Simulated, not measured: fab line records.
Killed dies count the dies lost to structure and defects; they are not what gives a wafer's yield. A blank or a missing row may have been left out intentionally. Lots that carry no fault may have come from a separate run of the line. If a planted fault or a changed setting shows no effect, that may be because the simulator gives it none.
fab line records || flow gf180mcu
record: {"lots": 14, "wafers": 42, "last-day": 34}
route steps=602 shown DUAL_GATE@143
lots with no fault: from the same line, run without faults
start-h: hours from the record's opening day to when the first of the lot's shown wafers began || wait-h: hours elapsed since this lot's preceding step || " repeats the value in the row above || L1.1+2: a row that stands for several wafers || - no value, or no start given || * or withheld: withheld || < > ~ a bound
route shown NAME@n: names a module that has steps shown in the file, with the first one's number in the route || usual: mean/standard deviation taken from wafers without a fault || same: alike in all rows || chamber/n: place in a boat || sites: each site's reading || _std_site: how widely they spread, as a standard deviation || _edge_site: inner sites' mean taken away from outer sites' mean || radius-mm: how far each site lies from the wafer's centre || mask NAME#n: copy n || behind: tool/chamber where the wafer was last shaped || hold: what put the lot on hold/how long, in hours/how the hold closed || device: the n, p or np transistor that did not switch || end of line: the same wafers' tests at the end of the route || a step without rows: its recipe alone || killed: dies lost to structure and defects at the first sort, not the wafer's yield || map: a wafer's dies, x killed, . not, _ none there
set.NAME: the setting that was run; set.NAME@STEP: the one run at that earlier step || model.NAME: the simulator's own value behind a step, which no gauge read
steps of the route over a sample of lots; a table a step, a row a wafer
services: a tool's chamber out of use, with start hour (start-h, from the record's first day; less than 0 if before it), hours out, and reason
== steps ==
step: GF_DUAL_GATE_OXIDATION_02
recipe: {"temp-c": 900, "ambient": "O2", "stabilise-s": 600, "purge-s": 300, "target-thk-a": 108.87, "ox-time-s": 1602}
usual: {"spike-tc-bottom-C": "919.0/1.1", "spike-tc-centre-C": "901.2/1.1", "spike-tc-lower-C": "900.4/1.2", "spike-tc-top-C": "915.2/2.5", "spike-tc-upper-C": "899.3/1.2", "tube-center-temp-C": "900/0.084", "tube_center_temp_C_max": "902.3/0.34"}
same: {"ox-time-s": 1602}
{"lot.wafer": "L239.3", "tool": "furnace-02", "chamber": 0, "start-h": 158.19, "wait-h": 1.5, "spike-tc-bottom-C": 920.7, "spike-tc-centre-C": 902.3, "spike-tc-lower-C": 902.0, "spike-tc-top-C": 916.6, "spike-tc-upper-C": 900.5, "tube-center-temp-C": 900.08, "tube_center_temp_C_max": 902.3}
{"lot.wafer": "L239.4", "tool": "furnace-02", "chamber": 0, "start-h": 158.19, "wait-h": 1.5, "spike-tc-bottom-C": 921.2, "spike-tc-centre-C": 901.4, "spike-tc-lower-C": 902.3, "spike-tc-top-C": 916.3, "spike-tc-upper-C": 898.6, "tube-center-temp-C": 899.9, "tube_center_temp_C_max": 902.2}
{"lot.wafer": "L239.5", "tool": "furnace-02", "chamber": 0, "start-h": 158.19, "wait-h": 1.5, "spike-tc-bottom-C": 920.6, "spike-tc-centre-C": 901.7, "spike-tc-lower-C": 902.0, "spike-tc-top-C": 917.1, "spike-tc-upper-C": 901.2, "tube-center-temp-C": 899.96, "tube_center_temp_C_max": 902.6}
{"lot.wafer": "L240.1", "tool": "furnace-01", "chamber": 0, "start-h": 164.71, "wait-h": 0.1, "spike-tc-bottom-C": 917.9, "spike-tc-centre-C": 902.9, "spike-tc-lower-C": 900.5, "spike-tc-top-C": 914.5, "spike-tc-upper-C": 898.8, "tube-center-temp-C": 900.02, "tube_center_temp_C_max": 902.4}
{"lot.wafer": "L240.3", "tool": "furnace-01", "chamber": 0, "start-h": 164.71, "wait-h": 0.1, "spike-tc-bottom-C": 919.6, "spike-tc-centre-C": 901.8, "spike-tc-lower-C": 899.8, "spike-tc-top-C": 912.2, "spike-tc-upper-C": 897.9, "tube-center-temp-C": 899.77, "tube_center_temp_C_max": 902.1}
{"lot.wafer": "L240.4", "tool": "furnace-01", "chamber": 0, "start-h": 164.71, "wait-h": 0.1, "spike-tc-bottom-C": 918.9, "spike-tc-centre-C": 901.1, "spike-tc-lower-C": 901.3, "spike-tc-top-C": 912.3, "spike-tc-upper-C": 897.9, "tube-center-temp-C": 900, "tube_center_temp_C_max": 902.3}
{"lot.wafer": "L241.2", "tool": "furnace-01", "chamber": 0, "start-h": 167.54, "wait-h": 0.2, "spike-tc-bottom-C": 918.4, "spike-tc-centre-C": 902.4, "spike-tc-lower-C": 899.0, "spike-tc-top-C": 912.4, "spike-tc-upper-C": 896.8, "tube-center-temp-C": 899.96, "tube_center_temp_C_max": 902.0}
{"lot.wafer": "L241.3", "tool": "furnace-01", "chamber": 0, "start-h": 167.54, "wait-h": 0.2, "spike-tc-bottom-C": 919.1, "spike-tc-centre-C": 902.1, "spike-tc-lower-C": 899.7, "spike-tc-top-C": 911.6, "spike-tc-upper-C": 898.9, "tube-center-temp-C": 899.97, "tube_center_temp_C_max": 902.3}
{"lot.wafer": "L241.6", "tool": "furnace-01", "chamber": 0, "start-h": 167.54, "wait-h": 0.2, "spike-tc-bottom-C": 918.2, "spike-tc-centre-C": 902.5, "spike-tc-lower-C": 898.7, "spike-tc-top-C": 912.9, "spike-tc-upper-C": 896.8, "tube-center-temp-C": 899.97, "tube_center_temp_C_max": 902.8}
{"lot.wafer": "L242.1", "tool": "furnace-02", "chamber": 0, "start-h": 178.07, "wait-h": 0.0, "spike-tc-bottom-C": 917.4, "spike-tc-centre-C": 899.5, "spike-tc-lower-C": 900.4, "spike-tc-top-C": 917.6, "spike-tc-upper-C": 900.4, "tube-center-temp-C": 899.92, "tube_center_temp_C_max": 901.8}
{"lot.wafer": "L242.2", "tool": "furnace-02", "chamber": 0, "start-h": 178.07, "wait-h": 0.0, "spike-tc-bottom-C": 920.4, "spike-tc-centre-C": 900.9, "spike-tc-lower-C": 902.1, "spike-tc-top-C": 918.5, "spike-tc-upper-C": 900.5, "tube-center-temp-C": 900.02, "tube_center_temp_C_max": 903.0}
{"lot.wafer": "L242.6", "tool": "furnace-02", "chamber": 0, "start-h": 178.07, "wait-h": 0.0, "spike-tc-bottom-C": 919.7, "spike-tc-centre-C": 899.9, "spike-tc-lower-C": 900.2, "spike-tc-top-C": 918.3, "spike-tc-upper-C": 899.1, "tube-center-temp-C": 899.95, "tube_center_temp_C_max": 902.2}
{"lot.wafer": "L244.3", "tool": "furnace-02", "chamber": 0, "start-h": 192.44, "wait-h": 0.0, "spike-tc-bottom-C": 918.4, "spike-tc-centre-C": 902.1, "spike-tc-lower-C": 901.5, "spike-tc-top-C": 916.0, "spike-tc-upper-C": 901.0, "tube-center-temp-C": 900, "tube_center_temp_C_max": 902.1}
{"lot.wafer": "L244.4", "tool": "furnace-02", "chamber": 0, "start-h": 192.44, "wait-h": 0.0, "spike-tc-bottom-C": 919.8, "spike-tc-centre-C": 903.2, "spike-tc-lower-C": 903.0, "spike-tc-top-C": 916.9, "spike-tc-upper-C": 901.7, "tube-center-temp-C": 899.98, "tube_center_temp_C_max": 902.4}
{"lot.wafer": "L244.5", "tool": "furnace-02", "chamber": 0, "start-h": 192.44, "wait-h": 0.0, "spike-tc-bottom-C": 919.9, "spike-tc-centre-C": 900.3, "spike-tc-lower-C": 898.5, "spike-tc-top-C": 917.6, "spike-tc-upper-C": 900.4, "tube-center-temp-C": 900.04, "tube_center_temp_C_max": 901.7}
{"lot.wafer": "L245.1", "tool": "furnace-02", "chamber": 0, "start-h": 197.76, "wait-h": 0.9, "spike-tc-bottom-C": 919.1, "spike-tc-centre-C": 899.5, "spike-tc-lower-C": 902.8, "spike-tc-top-C": 917.1, "spike-tc-upper-C": 900.1, "tube-center-temp-C": 899.96, "tube_center_temp_C_max": 902.4}
{"lot.wafer": "L245.2", "tool": "furnace-02", "chamber": 0, "start-h": 197.76, "wait-h": 0.9, "spike-tc-bottom-C": 919.0, "spike-tc-centre-C": 900.3, "spike-tc-lower-C": 901.0, "spike-tc-top-C": 917.4, "spike-tc-upper-C": 901.2, "tube-center-temp-C": 900.11, "tube_center_temp_C_max": 902.5}
{"lot.wafer": "L245.4", "tool": "furnace-02", "chamber": 0, "start-h": 197.76, "wait-h": 0.9, "spike-tc-bottom-C": 920.2, "spike-tc-centre-C": 899.8, "spike-tc-lower-C": 901.0, "spike-tc-top-C": 917.0, "spike-tc-upper-C": 902.2, "tube-center-temp-C": 899.91, "tube_center_temp_C_max": 902.0}
{"lot.wafer": "L249.3", "tool": "furnace-02", "chamber": 0, "start-h": 224.98, "wait-h": 0.0, "spike-tc-bottom-C": 903.8, "spike-tc-centre-C": 883.8, "spike-tc-lower-C": 885.6, "spike-tc-top-C": 903.9, "spike-tc-upper-C": 884.5, "tube-center-temp-C": 884.41, "tube_center_temp_C_max": 887.0}
{"lot.wafer": "L249.5", "tool": "furnace-02", "chamber": 0, "start-h": 224.98, "wait-h": 0.0, "spike-tc-bottom-C": 904.0, "spike-tc-centre-C": 885.7, "spike-tc-lower-C": 883.4, "spike-tc-top-C": 902.4, "spike-tc-upper-C": 883.3, "tube-center-temp-C": 884.37, "tube_center_temp_C_max": 886.7}
{"lot.wafer": "L249.6", "tool": "furnace-02", "chamber": 0, "start-h": 224.98, "wait-h": 0.0, "spike-tc-bottom-C": 903.6, "spike-tc-centre-C": 883.4, "spike-tc-lower-C": 884.6, "spike-tc-top-C": 901.9, "spike-tc-upper-C": 884.9, "tube-center-temp-C": 884.31, "tube_center_temp_C_max": 887.0}
{"lot.wafer": "L251.2", "tool": "furnace-02", "chamber": 0, "start-h": 240.74, "wait-h": 1.7, "spike-tc-bottom-C": 903.4, "spike-tc-centre-C": 885.0, "spike-tc-lower-C": 884.5, "spike-tc-top-C": 901.4, "spike-tc-upper-C": 884.2, "tube-center-temp-C": 884.35, "tube_center_temp_C_max": 886.5}
{"lot.wafer": "L251.5", "tool": "furnace-02", "chamber": 0, "start-h": 240.74, "wait-h": 1.7, "spike-tc-bottom-C": 906.0, "spike-tc-centre-C": 883.2, "spike-tc-lower-C": 885.1, "spike-tc-top-C": 902.4, "spike-tc-upper-C": 884.9, "tube-center-temp-C": 884.46, "tube_center_temp_C_max": 886.3}
{"lot.wafer": "L251.6", "tool": "furnace-02", "chamber": 0, "start-h": 240.74, "wait-h": 1.7, "spike-tc-bottom-C": 905.0, "spike-tc-centre-C": 884.7, "spike-tc-lower-C": 885.0, "spike-tc-top-C": 903.0, "spike-tc-upper-C": 884.4, "tube-center-temp-C": 884.44, "tube_center_temp_C_max": 886.8}
{"lot.wafer": "L256.2", "tool": "furnace-01", "chamber": 0, "start-h": 273.53, "wait-h": 0.0, "spike-tc-bottom-C": 919.0, "spike-tc-centre-C": 900.2, "spike-tc-lower-C": 898.5, "spike-tc-top-C": 913.8, "spike-tc-upper-C": 898.8, "tube-center-temp-C": 900.21, "tube_center_temp_C_max": 902.2}
{"lot.wafer": "L256.4", "tool": "furnace-01", "chamber": 0, "start-h": 273.53, "wait-h": 0.0, "spike-tc-bottom-C": 919.1, "spike-tc-centre-C": 901.2, "spike-tc-lower-C": 900.7, "spike-tc-top-C": 911.3, "spike-tc-upper-C": 897.8, "tube-center-temp-C": 899.8, "tube_center_temp_C_max": 902.4}
{"lot.wafer": "L256.5", "tool": "furnace-01", "chamber": 0, "start-h": 273.53, "wait-h": 0.0, "spike-tc-bottom-C": 917.4, "spike-tc-centre-C": 901.4, "spike-tc-lower-C": 898.0, "spike-tc-top-C": 912.7, "spike-tc-upper-C": 899.0, "tube-center-temp-C": 899.98, "tube_center_temp_C_max": 902.2}
{"lot.wafer": "L257.1", "tool": "furnace-01", "chamber": 0, "start-h": 279.86, "wait-h": 1.6, "spike-tc-bottom-C": 918.8, "spike-tc-centre-C": 901.0, "spike-tc-lower-C": 901.0, "spike-tc-top-C": 913.5, "spike-tc-upper-C": 899.7, "tube-center-temp-C": 900.01, "tube_center_temp_C_max": 902.7}
{"lot.wafer": "L257.3", "tool": "furnace-01", "chamber": 0, "start-h": 279.86, "wait-h": 1.6, "spike-tc-bottom-C": 920.6, "spike-tc-centre-C": 899.9, "spike-tc-lower-C": 896.8, "spike-tc-top-C": 913.3, "spike-tc-upper-C": 899.9, "tube-center-temp-C": 900.11, "tube_center_temp_C_max": 902.4}
{"lot.wafer": "L257.6", "tool": "furnace-01", "chamber": 0, "start-h": 279.86, "wait-h": 1.6, "spike-tc-bottom-C": 919.3, "spike-tc-centre-C": 901.3, "spike-tc-lower-C": 899.3, "spike-tc-top-C": 912.2, "spike-tc-upper-C": 897.1, "tube-center-temp-C": 900.1, "tube_center_temp_C_max": 902.0}
{"lot.wafer": "L258.1", "tool": "furnace-01", "chamber": 0, "start-h": 287.54, "wait-h": 0.0, "spike-tc-bottom-C": 920.6, "spike-tc-centre-C": 903.8, "spike-tc-lower-C": 901.2, "spike-tc-top-C": 913.0, "spike-tc-upper-C": 898.6, "tube-center-temp-C": 899.99, "tube_center_temp_C_max": 901.7}
{"lot.wafer": "L258.4", "tool": "furnace-01", "chamber": 0, "start-h": 287.54, "wait-h": 0.0, "spike-tc-bottom-C": 917.9, "spike-tc-centre-C": 904.3, "spike-tc-lower-C": 898.7, "spike-tc-top-C": 913.5, "spike-tc-upper-C": 899.0, "tube-center-temp-C": 899.96, "tube_center_temp_C_max": 902.4}
{"lot.wafer": "L258.6", "tool": "furnace-01", "chamber": 0, "start-h": 287.54, "wait-h": 0.0, "spike-tc-bottom-C": 919.5, "spike-tc-centre-C": 901.1, "spike-tc-lower-C": 901.0, "spike-tc-top-C": 917.0, "spike-tc-upper-C": 898.1, "tube-center-temp-C": 900.03, "tube_center_temp_C_max": 902.3}
{"lot.wafer": "L260.1", "tool": "furnace-01", "chamber": 0, "start-h": 302.76, "wait-h": 0.0, "spike-tc-bottom-C": 921.7, "spike-tc-centre-C": 901.7, "spike-tc-lower-C": 899.2, "spike-tc-top-C": 913.8, "spike-tc-upper-C": 898.9, "tube-center-temp-C": 900.03, "tube_center_temp_C_max": 902.2}
{"lot.wafer": "L260.3", "tool": "furnace-01", "chamber": 0, "start-h": 302.76, "wait-h": 0.0, "spike-tc-bottom-C": 917.3, "spike-tc-centre-C": 903.5, "spike-tc-lower-C": 900.2, "spike-tc-top-C": 910.7, "spike-tc-upper-C": 898.2, "tube-center-temp-C": 900.05, "tube_center_temp_C_max": 902.2}
{"lot.wafer": "L260.4", "tool": "furnace-01", "chamber": 0, "start-h": 302.76, "wait-h": 0.0, "spike-tc-bottom-C": 919.6, "spike-tc-centre-C": 901.9, "spike-tc-lower-C": 899.7, "spike-tc-top-C": 913.5, "spike-tc-upper-C": 898.6, "tube-center-temp-C": 900.01, "tube_center_temp_C_max": 901.7}
{"lot.wafer": "L261.1", "tool": "furnace-01", "chamber": 0, "start-h": 318.54, "wait-h": 0.0, "spike-tc-bottom-C": 919.1, "spike-tc-centre-C": 902.7, "spike-tc-lower-C": 899.9, "spike-tc-top-C": 913.4, "spike-tc-upper-C": 898.1, "tube-center-temp-C": 900.19, "tube_center_temp_C_max": 902.5}
{"lot.wafer": "L261.2", "tool": "furnace-01", "chamber": 0, "start-h": 318.54, "wait-h": 0.0, "spike-tc-bottom-C": 918.0, "spike-tc-centre-C": 900.4, "spike-tc-lower-C": 901.5, "spike-tc-top-C": 913.7, "spike-tc-upper-C": 898.4, "tube-center-temp-C": 900.04, "tube_center_temp_C_max": 902.5}
{"lot.wafer": "L261.5", "tool": "furnace-01", "chamber": 0, "start-h": 318.54, "wait-h": 0.0, "spike-tc-bottom-C": 919.4, "spike-tc-centre-C": 901.4, "spike-tc-lower-C": 898.2, "spike-tc-top-C": 914.6, "spike-tc-upper-C": 899.4, "tube-center-temp-C": 900.13, "tube_center_temp_C_max": 902.3}
{"lot.wafer": "L262.1", "tool": "furnace-02", "chamber": 0, "start-h": 319.49, "wait-h": 0.6, "spike-tc-bottom-C": 917.9, "spike-tc-centre-C": 900.7, "spike-tc-lower-C": 899.5, "spike-tc-top-C": 916.6, "spike-tc-upper-C": 899.5, "tube-center-temp-C": 900.07, "tube_center_temp_C_max": 902.8}
{"lot.wafer": "L262.4", "tool": "furnace-02", "chamber": 0, "start-h": 319.49, "wait-h": 0.6, "spike-tc-bottom-C": 920.0, "spike-tc-centre-C": 899.3, "spike-tc-lower-C": 901.6, "spike-tc-top-C": 919.3, "spike-tc-upper-C": 899.4, "tube-center-temp-C": 899.87, "tube_center_temp_C_max": 902.5}
{"lot.wafer": "L262.5", "tool": "furnace-02", "chamber": 0, "start-h": 319.49, "wait-h": 0.6, "spike-tc-bottom-C": 916.9, "spike-tc-centre-C": 902.8, "spike-tc-lower-C": 902.1, "spike-tc-top-C": 915.6, "spike-tc-upper-C": 901.0, "tube-center-temp-C": 900.05, "tube_center_temp_C_max": 902.7}
step: GF_DUAL_GATE_THK_MEAS_03
recipe: {"reads": "SiO2_of_DUAL_GATE_OXIDATION_02"}
usual: {"DUAL_GATE_OXIDATION_00_THK": "11.01/0.2"}
{"lot.wafer": "L239.3", "tool": "film-metro-01", "chamber": "-", "start-h": 159.65, "wait-h": 0.0, "DUAL_GATE_OXIDATION_00_THK[nm]": 11.51}
{"lot.wafer": "L239.4", "tool": "film-metro-01", "chamber": "-", "start-h": 159.65, "wait-h": 0.0, "DUAL_GATE_OXIDATION_00_THK[nm]": 11.47}
{"lot.wafer": "L239.5", "tool": "film-metro-01", "chamber": "-", "start-h": 159.65, "wait-h": 0.0, "DUAL_GATE_OXIDATION_00_THK[nm]": 11.46}
{"lot.wafer": "L240.1", "tool": "film-metro-02", "chamber": "-", "start-h": 166.15, "wait-h": 0.0, "DUAL_GATE_OXIDATION_00_THK[nm]": 10.77}
{"lot.wafer": "L240.3", "tool": "film-metro-02", "chamber": "-", "start-h": 166.15, "wait-h": 0.0, "DUAL_GATE_OXIDATION_00_THK[nm]": 11.04}
{"lot.wafer": "L240.4", "tool": "film-metro-02", "chamber": "-", "start-h": 166.15, "wait-h": 0.0, "DUAL_GATE_OXIDATION_00_THK[nm]": 11.13}
{"lot.wafer": "L241.2", "tool": "film-metro-01", "chamber": "-", "start-h": 169.00, "wait-h": 0.0, "DUAL_GATE_OXIDATION_00_THK[nm]": 11.24}
{"lot.wafer": "L241.3", "tool": "film-metro-01", "chamber": "-", "start-h": 169.00, "wait-h": 0.0, "DUAL_GATE_OXIDATION_00_THK[nm]": 11.21}
{"lot.wafer": "L241.6", "tool": "film-metro-01", "chamber": "-", "start-h": 169.00, "wait-h": 0.0, "DUAL_GATE_OXIDATION_00_THK[nm]": 11.07}
{"lot.wafer": "L242.1", "tool": "film-metro-01", "chamber": "-", "start-h": 179.51, "wait-h": 0.0, "DUAL_GATE_OXIDATION_00_THK[nm]": 10.83}
{"lot.wafer": "L242.2", "tool": "film-metro-01", "chamber": "-", "start-h": 179.51, "wait-h": 0.0, "DUAL_GATE_OXIDATION_00_THK[nm]": 11.04}
{"lot.wafer": "L242.6", "tool": "film-metro-01", "chamber": "-", "start-h": 179.51, "wait-h": 0.0, "DUAL_GATE_OXIDATION_00_THK[nm]": 10.73}
{"lot.wafer": "L244.3", "tool": "film-metro-03", "chamber": "-", "start-h": 193.91, "wait-h": 0.0, "DUAL_GATE_OXIDATION_00_THK[nm]": 10.49}
{"lot.wafer": "L244.4", "tool": "film-metro-03", "chamber": "-", "start-h": 193.91, "wait-h": 0.0, "DUAL_GATE_OXIDATION_00_THK[nm]": 10.64}
{"lot.wafer": "L244.5", "tool": "film-metro-03", "chamber": "-", "start-h": 193.91, "wait-h": 0.0, "DUAL_GATE_OXIDATION_00_THK[nm]": 10.66}
{"lot.wafer": "L245.1", "tool": "film-metro-01", "chamber": "-", "start-h": 199.21, "wait-h": 0.0, "DUAL_GATE_OXIDATION_00_THK[nm]": 11.11}
{"lot.wafer": "L245.2", "tool": "film-metro-01", "chamber": "-", "start-h": 199.21, "wait-h": 0.0, "DUAL_GATE_OXIDATION_00_THK[nm]": 11.17}
{"lot.wafer": "L245.4", "tool": "film-metro-01", "chamber": "-", "start-h": 199.21, "wait-h": 0.0, "DUAL_GATE_OXIDATION_00_THK[nm]": 10.99}
{"lot.wafer": "L249.3", "tool": "film-metro-01", "chamber": "-", "start-h": 226.44, "wait-h": 0.0, "DUAL_GATE_OXIDATION_00_THK[nm]": 9.20}
{"lot.wafer": "L249.5", "tool": "film-metro-01", "chamber": "-", "start-h": 226.44, "wait-h": 0.0, "DUAL_GATE_OXIDATION_00_THK[nm]": 9.37}
{"lot.wafer": "L249.6", "tool": "film-metro-01", "chamber": "-", "start-h": 226.44, "wait-h": 0.0, "DUAL_GATE_OXIDATION_00_THK[nm]": 9.40}
{"lot.wafer": "L251.2", "tool": "film-metro-02", "chamber": "-", "start-h": 242.23, "wait-h": 0.1, "DUAL_GATE_OXIDATION_00_THK[nm]": 9.11}
{"lot.wafer": "L251.5", "tool": "film-metro-02", "chamber": "-", "start-h": 242.23, "wait-h": 0.1, "DUAL_GATE_OXIDATION_00_THK[nm]": 9.15}
{"lot.wafer": "L251.6", "tool": "film-metro-02", "chamber": "-", "start-h": 242.23, "wait-h": 0.1, "DUAL_GATE_OXIDATION_00_THK[nm]": 9.06}
{"lot.wafer": "L256.2", "tool": "film-metro-01", "chamber": "-", "start-h": 274.99, "wait-h": 0.0, "DUAL_GATE_OXIDATION_00_THK[nm]": 11.32}
{"lot.wafer": "L256.4", "tool": "film-metro-01", "chamber": "-", "start-h": 274.99, "wait-h": 0.0, "DUAL_GATE_OXIDATION_00_THK[nm]": 11.27}
{"lot.wafer": "L256.5", "tool": "film-metro-01", "chamber": "-", "start-h": 274.99, "wait-h": 0.0, "DUAL_GATE_OXIDATION_00_THK[nm]": 11.14}
{"lot.wafer": "L257.1", "tool": "film-metro-03", "chamber": "-", "start-h": 281.30, "wait-h": 0.0, "DUAL_GATE_OXIDATION_00_THK[nm]": 10.97}
{"lot.wafer": "L257.3", "tool": "film-metro-03", "chamber": "-", "start-h": 281.30, "wait-h": 0.0, "DUAL_GATE_OXIDATION_00_THK[nm]": 10.99}
{"lot.wafer": "L257.6", "tool": "film-metro-03", "chamber": "-", "start-h": 281.30, "wait-h": 0.0, "DUAL_GATE_OXIDATION_00_THK[nm]": 10.88}
{"lot.wafer": "L258.1", "tool": "film-metro-03", "chamber": "-", "start-h": 288.99, "wait-h": 0.0, "DUAL_GATE_OXIDATION_00_THK[nm]": 11.13}
{"lot.wafer": "L258.4", "tool": "film-metro-03", "chamber": "-", "start-h": 288.99, "wait-h": 0.0, "DUAL_GATE_OXIDATION_00_THK[nm]": 11.31}
{"lot.wafer": "L258.6", "tool": "film-metro-03", "chamber": "-", "start-h": 288.99, "wait-h": 0.0, "DUAL_GATE_OXIDATION_00_THK[nm]": 11.27}
{"lot.wafer": "L260.1", "tool": "film-metro-02", "chamber": "-", "start-h": 304.21, "wait-h": 0.0, "DUAL_GATE_OXIDATION_00_THK[nm]": 11.01}
{"lot.wafer": "L260.3", "tool": "film-metro-02", "chamber": "-", "start-h": 304.21, "wait-h": 0.0, "DUAL_GATE_OXIDATION_00_THK[nm]": 11.06}
{"lot.wafer": "L260.4", "tool": "film-metro-02", "chamber": "-", "start-h": 304.21, "wait-h": 0.0, "DUAL_GATE_OXIDATION_00_THK[nm]": 11.28}
{"lot.wafer": "L261.1", "tool": "film-metro-03", "chamber": "-", "start-h": 319.99, "wait-h": 0.0, "DUAL_GATE_OXIDATION_00_THK[nm]": 11.00}
{"lot.wafer": "L261.2", "tool": "film-metro-03", "chamber": "-", "start-h": 319.99, "wait-h": 0.0, "DUAL_GATE_OXIDATION_00_THK[nm]": 11.11}
{"lot.wafer": "L261.5", "tool": "film-metro-03", "chamber": "-", "start-h": 319.99, "wait-h": 0.0, "DUAL_GATE_OXIDATION_00_THK[nm]": 11.11}
{"lot.wafer": "L262.1", "tool": "film-metro-03", "chamber": "-", "start-h": 320.93, "wait-h": 0.0, "DUAL_GATE_OXIDATION_00_THK[nm]": 10.85}
{"lot.wafer": "L262.4", "tool": "film-metro-03", "chamber": "-", "start-h": 320.93, "wait-h": 0.0, "DUAL_GATE_OXIDATION_00_THK[nm]": 10.93}
{"lot.wafer": "L262.5", "tool": "film-metro-03", "chamber": "-", "start-h": 320.93, "wait-h": 0.0, "DUAL_GATE_OXIDATION_00_THK[nm]": 10.97}
== services ==
{"tool": "furnace-01", "chamber": "-", "start-h": 136.58, "hours": 22.3, "kind": "pm"}
{"tool": "furnace-02", "chamber": "-", "start-h": 159.63, "hours": 2.7, "kind": "pm"}
{"tool": "furnace-02", "chamber": "-", "start-h": 251.51, "hours": 3.1, "kind": "pm"}
{"tool": "furnace-02", "chamber": "-", "start-h": 305.35, "hours": 3.0, "kind": "pm"}
== key ==
first-sign: {"step": "GF_DUAL_GATE_OXIDATION_02", "reading": "tube-center-temp-C", "direction": "down", "sigmas": "99+", "usual": "*", "struck": "*"}
effect: {"step": "GF_DUAL_GATE_OXIDATION_02", "reading": "tube_center_temp_C_max", "direction": "down", "sigmas": 45, "usual": "*", "struck": "*"}
effect: {"step": "GF_DUAL_GATE_THK_MEAS_03", "reading": "DUAL_GATE_OXIDATION_00_THK", "direction": "down", "sigmas": 8.9, "usual": 11.01, "struck": 9.21}
met-at GF_DUAL_GATE_OXIDATION_02
struck-lots L249,L251
tester-left-out L249,L251
onset-between 197.76 224.98
fault: {"kind": "process-parameter-drift", "tool": "furnace-02", "chamber": "-", "onset-h": 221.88, "steps": "GF_DUAL_GATE_OXIDATION_02", "channel": "temp-c", "offset": "*", "shape": "step", "end-h": 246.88, "acts-in": "*", "stated": "*"}
tester-left-out: of these lots the tester's yield and bins aren't shown, on N5 and GAA mostly nor the transistor test; their killed dies are dies lost to structure and defects alone, not to doping, threshold or leakage, so they don't give the yield
